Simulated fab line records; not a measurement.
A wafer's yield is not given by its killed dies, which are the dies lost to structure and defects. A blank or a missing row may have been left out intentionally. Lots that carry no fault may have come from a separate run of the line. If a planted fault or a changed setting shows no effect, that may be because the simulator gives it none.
Which of the tools did it? ; flow gf180mcu ; 24 lots, 72 wafers sampled, at 6 steps of a route of 602

== WHAT THE GAUGES READ, wafer by wafer ==
GF_HV_LDD_OVL_MEAS_47. Usual: HV_LDD_03_OVL gives 0.1 nm (standard deviation 1.6).
lot;measured;on;HV_LDD_03_OVL (nm);flag
L074;day 12 13:02;overlay-01;0.7 0.4 0.8;
L075;day 12 14:16;overlay-02;0.3 -0.4 0.9;
L076;day 12 20:22;overlay-02;0.5 1.0 -0.6;
L077;day 13 03:41;overlay-02;-1.5 -1.6 -0.4;
L078;day 13 07:41;overlay-02;0.1 -0.1 1.7;
L079;day 13 22:11;overlay-02;-1.7 -0.7 0.5;
L080;day 14 07:47;overlay-01;-3.1 -0.4 -2.4;
L081;day 14 20:26;overlay-01;0.6 1.8 1.7;
L082;day 15 08:20;overlay-01;1.2 1.0 1.7;
L083;day 15 10:37;overlay-01;1.1 1.5 0.7;
L084;day 15 22:19;overlay-02;-1.6 -1.5 0.9;
L085;day 16 10:49;overlay-01;1.6 -1.0 3.1;
L086;day 16 18:26;overlay-01;-2.3 -1.9 -0.4;
L087;day 17 06:34;overlay-02;0.5 3.0 0.5;
L088;day 17 09:40;overlay-02;1.8 -1.0 1.3;
L090;day 17 19:40;overlay-02;-1.6 -0.3 -0.6;
L089;day 17 23:52;overlay-01;-1.5 -1.2 0.0;
L091;day 18 02:48;overlay-02;-1.3 -1.3 -2.8;
L092;day 18 15:40;overlay-01;0.7 0.4 0.5;
L093;day 19 00:43;overlay-02;-0.7 -0.4 1.6;
L094;day 19 05:04;overlay-02;0.7 -1.8 -1.9;
L095;day 19 08:01;overlay-01;0.9 1.2 0.4;
L096;day 19 21:52;overlay-01;-1.9 -0.3 -0.6;
L097;day 20 11:13;overlay-02;1.0 1.6 0.7;

GF_PSD_CD_MEAS_07: the cd target is 400 nm. Usual: cdNm at 400.0 nm, with a standard deviation of 2.4.
lot;measured;on;cdNm (nm);flag
L074;day 14 08:01;cdSem-02;403.8 401.3 401.7;
L075;day 14 12:28;cdSem-02;396.5 396.7 395.4;
L076;day 14 17:09;cdSem-01;399.8 397.7 397.4;
L077;day 15 01:34;cdSem-01;400.1 398.8 401.9;
L078;day 15 03:34;cdSem-02;398.4 401.1 400.4;
L079;day 15 20:04;cdSem-02;398.4 394.2 398.1;
L080;day 16 06:41;cdSem-01;404.0 402.1 403.0;
L081;day 16 19:31;cdSem-02;401.0 401.3 403.4;
L082;day 17 08:44;cdSem-01;399.3 399.6 400.5;
L083;day 17 12:52;cdSem-02;397.1 396.7 398.2;
L084;day 17 23:52;cdSem-01;404.5 403.8 401.6;
L085;day 18 12:06;cdSem-02;400.1 400.1 401.5;
L086;day 18 20:20;cdSem-01;401.8 403.0 403.5;
L087;day 19 11:57;cdSem-02;399.3 401.5 400.1;
L088;day 19 17:54;cdSem-01;401.8 402.8 402.5;
L090;day 19 23:55;cdSem-02;399.4 399.8 401.3;
L089;day 20 08:18;cdSem-01;398.4 398.9 399.6;
L091;day 20 08:01;cdSem-01;397.7 398.6 397.5;
L092;day 20 20:03;cdSem-01;400.8 401.6 401.4;
L093;day 21 04:27;cdSem-02;403.1 402.8 403.2;
L094;day 21 09:48;cdSem-01;397.5 399.0 399.5;
L095;day 21 12:01;cdSem-01;397.4 396.5 399.0;
L096;day 22 01:01;cdSem-02;395.9 396.8 396.1;
L097;day 22 13:39;cdSem-02;403.1 400.8 399.5;

GF_SAB_THK_MEAS_01. Usual: SAB_CVD_00_THK gives 50.2 nm (standard deviation 0.8).
lot;measured;on;SAB_CVD_00_THK (nm);flag
L074;day 14 08:50;filmMetro-03;50.0 49.6 50.0;
L075;day 14 13:22;filmMetro-04;50.5 50.8 50.7;
L076;day 14 18:01;filmMetro-03;50.7 50.1 50.6;
L077;day 15 02:25;filmMetro-04;49.9 49.4 50.1;
L078;day 15 04:25;filmMetro-01;49.9 50.3 51.0;
L079;day 15 20:55;filmMetro-01;49.6 50.1 50.6;
L080;day 16 07:32;filmMetro-01;49.7 50.1 51.1;
L081;day 16 20:22;filmMetro-03;50.3 50.8 50.5;
L082;day 17 09:35;filmMetro-01;50.3 50.8 50.9;
L083;day 17 13:43;filmMetro-04;50.7 49.7 49.6;
L084;day 18 00:43;filmMetro-03;50.1 48.5 49.9;
L085;day 18 12:58;filmMetro-01;51.1 51.6 51.6;
L086;day 18 21:11;filmMetro-04;50.2 50.9 51.0;
L087;day 19 12:51;filmMetro-03;50.8 50.6 50.8;
L088;day 19 18:46;filmMetro-03;50.1 51.0 52.1;
L090;day 20 00:46;filmMetro-03;49.2 48.7 50.2;
L089;day 20 09:10;filmMetro-01;48.7 49.5 49.7;
L091;day 20 08:52;filmMetro-01;49.6 50.2 50.8;
L092;day 20 20:55;filmMetro-04;49.3 49.2 49.6;
L093;day 21 05:19;filmMetro-04;49.1 48.8 50.0;
L094;day 21 10:44;filmMetro-04;49.3 50.2 50.0;
L095;day 21 12:57;filmMetro-04;50.6 51.3 50.8;
L096;day 22 01:52;filmMetro-03;49.8 50.1 51.3;
L097;day 22 14:31;filmMetro-03;48.2 48.8 49.4;

GF_CONTACT_CD_MEAS_14: the cd target is 220 nm. Usual: cdNm at 220.2 nm, with a standard deviation of 1.4.
lot;measured;on;cdNm (nm);flag
L074;day 16 05:19;cdSem-02;219.4 218.8 219.4;
L075;day 16 09:15;cdSem-01;219.6 219.9 219.2;
L076;day 16 14:39;cdSem-02;218.7 219.8 220.3;
L077;day 16 23:37;cdSem-02;220.1 219.7 221.0;
L078;day 17 02:09;cdSem-02;221.2 221.5 222.1;
L079;day 17 19:15;cdSem-01;217.3 217.7 218.7;
L080;day 18 07:11;cdSem-01;221.8 221.6 222.0;
L081;day 18 20:41;cdSem-02;220.0 220.4 219.6;
L082;day 19 10:19;cdSem-01;219.7 220.7 219.1;
L083;day 19 14:48;cdSem-02;219.1 218.2 218.4;
L084;day 20 02:12;cdSem-01;216.0 216.2 217.7;
L085;day 20 15:00;cdSem-01;220.5 220.7 220.5;
L086;day 20 23:14;cdSem-02;220.7 218.7 219.3;
L087;day 21 14:16;cdSem-01;218.6 220.0 219.4;
L088;day 21 20:24;cdSem-02;221.6 221.9 221.9;
L090;day 22 01:45;cdSem-01;221.4 221.1 222.0;
L089;day 22 11:09;cdSem-02;222.5 220.2 222.0;
L091;day 22 10:52;cdSem-02;219.8 221.6 222.1;
L092;day 22 20:42;cdSem-02;221.2 221.8 222.1;
L093;day 23 04:48;cdSem-02;219.9 221.2 219.9;
L094;day 23 10:12;cdSem-02;220.8 220.8 220.5;
L095;day 23 12:39;cdSem-02;219.8 220.2 221.3;
L096;day 24 00:44;cdSem-01;220.0 219.6 220.5;
L097;day 24 12:39;cdSem-01;220.7 221.5 221.0;

== TOOL THAT RAN EACH LOT (tool first, then ch and the chambers of the sampled wafers, then the start) ==
lot;GF_POLY_GATE_STRIP_14;GF_HV_LDD_STRIP_37
L074;plasmaAsher-02 ch 0,1, day 9 09:18;plasmaAsher-04 ch 0,1, day 11 18:26
L075;plasmaAsher-02 ch 0,1, day 9 09:58;plasmaAsher-02 ch 0,1, day 11 19:25
L076;plasmaAsher-04 ch 0,1, day 9 15:39;plasmaAsher-02 ch 0,1, day 12 01:22
L077;plasmaAsher-02 ch 0,1, day 9 20:37;plasmaAsher-04 ch 0, day 12 08:56
L078;plasmaAsher-02 ch 0,1, day 10 02:07;plasmaAsher-01 ch 0,1, day 12 12:16
L079;plasmaAsher-03 ch 0,1, day 10 14:28;plasmaAsher-04 ch 0,1, day 13 01:52
L080;plasmaAsher-03 ch 0,1, day 10 22:54;plasmaAsher-02 ch 0,1, day 13 11:14
L081;plasmaAsher-04 ch 0,1, day 11 10:58;plasmaAsher-04 ch 0,1, day 13 23:13
L082;plasmaAsher-03 ch 0, day 11 21:34;plasmaAsher-04 ch 0,1, day 14 11:55
L083;plasmaAsher-03 ch 0,1, day 11 23:31;plasmaAsher-02 ch 0,1, day 14 13:40
L084;plasmaAsher-03 ch 0,1, day 12 10:22;plasmaAsher-02 ch 0,1, day 15 01:10
L085;plasmaAsher-04 ch 0,1, day 12 20:52;plasmaAsher-02 ch 0,1, day 15 12:56
L086;plasmaAsher-02 ch 0,1, day 13 03:18;plasmaAsher-01 ch 0,1, day 15 19:56
L087;plasmaAsher-04 ch 0,1, day 13 14:28;plasmaAsher-04 ch 1, day 16 07:58
L088;plasmaAsher-03 ch 0, day 13 16:46;plasmaAsher-01 ch 0, day 16 10:58
L090;plasmaAsher-03 ch 0,1, day 14 01:31;plasmaAsher-02 ch 0,1, day 16 20:43
L089;plasmaAsher-02 ch 0,1, day 14 05:46;plasmaAsher-01 ch 0,1, day 17 00:40
L091;plasmaAsher-02 ch 0,1, day 14 08:55;plasmaAsher-01 ch 1, day 17 03:46
L092;plasmaAsher-03 ch 0,1, day 14 16:17;plasmaAsher-04 ch 0,1, day 17 16:40
L093;plasmaAsher-04 ch 0,1, day 15 00:04;plasmaAsher-04 ch 0,1, day 18 00:49
L094;plasmaAsher-02 ch 0,1, day 15 06:43;plasmaAsher-02 ch 0, day 18 04:52
L095;plasmaAsher-03 ch 0,1, day 15 09:34;plasmaAsher-04 ch 0,1, day 18 08:07
L096;plasmaAsher-03 ch 0,1, day 15 21:46;plasmaAsher-01 ch 0,1, day 18 21:19
L097;plasmaAsher-04 ch 0,1, day 16 04:52;plasmaAsher-01 ch 0,1, day 19 11:03
- GF_POLY_GATE_STRIP_14: strips in O2/N2.
- GF_HV_LDD_STRIP_37: strips in O2/N2.

== AS READ BY THE TOOLS THEMSELVES (means over the sampled wafers that have a number; for cases with no such wafer, the mark the record gives instead) ==
GF_POLY_GATE_STRIP_14. Usual: drypumpMotorCurrentA 5.3 A, standard deviation 0.49; heaterPowerW 324 W, standard deviation 22; oesProductAu 0.504 a.u., standard deviation 0.0044.
lot;tool;drypumpMotorCurrentA (A);heaterPowerW (W);oesProductAu (a.u.);flag
L074;plasmaAsher-02;5.5;346;0.506;
L075;plasmaAsher-02;5.7;332;0.506;
L076;plasmaAsher-04;5.4;324;0.508;
L077;plasmaAsher-02;5.5;349;0.506;
L078;plasmaAsher-02;5.5;350;0.504;
L079;plasmaAsher-03;5.0;317;0.503;
L080;plasmaAsher-03;4.9;317;0.497;
L081;plasmaAsher-04;5.7;310;0.507;
L082;plasmaAsher-03;4.6;313;0.503;
L083;plasmaAsher-03;5.0;313;0.508;
L084;plasmaAsher-03;5.0;321;0.500;
L085;plasmaAsher-04;5.7;311;0.506;
L086;plasmaAsher-02;5.5;351;0.504;
L087;plasmaAsher-04;5.7;313;0.505;
L088;plasmaAsher-03;4.6;316;0.504;
L090;plasmaAsher-03;4.8;312;0.507;
L089;plasmaAsher-02;5.5;346;0.508;
L091;plasmaAsher-02;5.8;335;0.502;
L092;plasmaAsher-03;5.0;321;0.502;
L093;plasmaAsher-04;5.3;321;0.506;
L094;plasmaAsher-02;5.7;331;0.504;
L095;plasmaAsher-03;4.9;310;0.504;
L096;plasmaAsher-03;5.0;310;0.504;
L097;plasmaAsher-04;5.3;327;0.506;

GF_HV_LDD_STRIP_37. Usual: drypumpMotorCurrentA 5.6 A, standard deviation 0.4; heaterPowerW 333 W, standard deviation 24; oesProductAu 0.716 a.u., standard deviation 0.0048; stripTimeToEndpointS 12.62 s, standard deviation 0.047.
lot;tool;drypumpMotorCurrentA (A);heaterPowerW (W);oesProductAu (a.u.);stripTimeToEndpointS (s);flag
L074;plasmaAsher-04;5.7;310;0.716;12.62;
L075;plasmaAsher-02;5.5;351;0.717;12.66;
L076;plasmaAsher-02;5.7;330;0.718;12.67;
L077;plasmaAsher-04;5.1;338;0.713;12.57;
L078;plasmaAsher-01;5.9;347;0.717;12.58;
L079;plasmaAsher-04;5.4;325;0.712;12.67;
L080;plasmaAsher-02;5.7;335;0.716;12.61;
L081;plasmaAsher-04;5.4;324;0.714;12.55;
L082;plasmaAsher-04;5.7;311;0.714;12.60;
L083;plasmaAsher-02;5.7;327;0.711;12.54;
L084;plasmaAsher-02;5.7;334;0.718;12.61;
L085;plasmaAsher-02;5.8;335;0.721;12.61;
L086;plasmaAsher-01;5.8;348;0.716;12.58;
L087;plasmaAsher-04;6.0;300;0.712;12.61;
L088;plasmaAsher-01;5.6;342;0.712;12.60;
L090;plasmaAsher-02;5.5;350;0.716;12.60;
L089;plasmaAsher-01;5.8;347;0.715;12.56;
L091;plasmaAsher-01;6.0;349;0.718;12.71;
L092;plasmaAsher-04;5.4;325;0.715;12.65;
L093;plasmaAsher-04;5.7;309;0.718;12.65;
L094;plasmaAsher-02;5.3;371;0.721;12.59;
L095;plasmaAsher-04;5.4;322;0.719;12.70;
L096;plasmaAsher-01;5.9;343;0.714;12.64;
L097;plasmaAsher-01;5.9;347;0.716;12.62;

== THE ANSWER, worked out from the rows above alone ==
Rule: take the mean of a lot's wafers that have a number; if it is more than 3 standard deviations from the usual mean, the lot is off. A lot without any number at a reading at which 4 lots or more have one is off too. The other lots that the step has rows for count as sound. Order of review: gauges by route order, followed by the tools' own readings, for which a lot's mean as printed above is used. At the first step where some lot is off, the reading lying furthest off is the one used; lots without a number count as furthest.
Across all readings shown, no lot is off: no conclusion can be drawn from this.

== WHAT WAS PUT IN BY THE SIMULATOR ==
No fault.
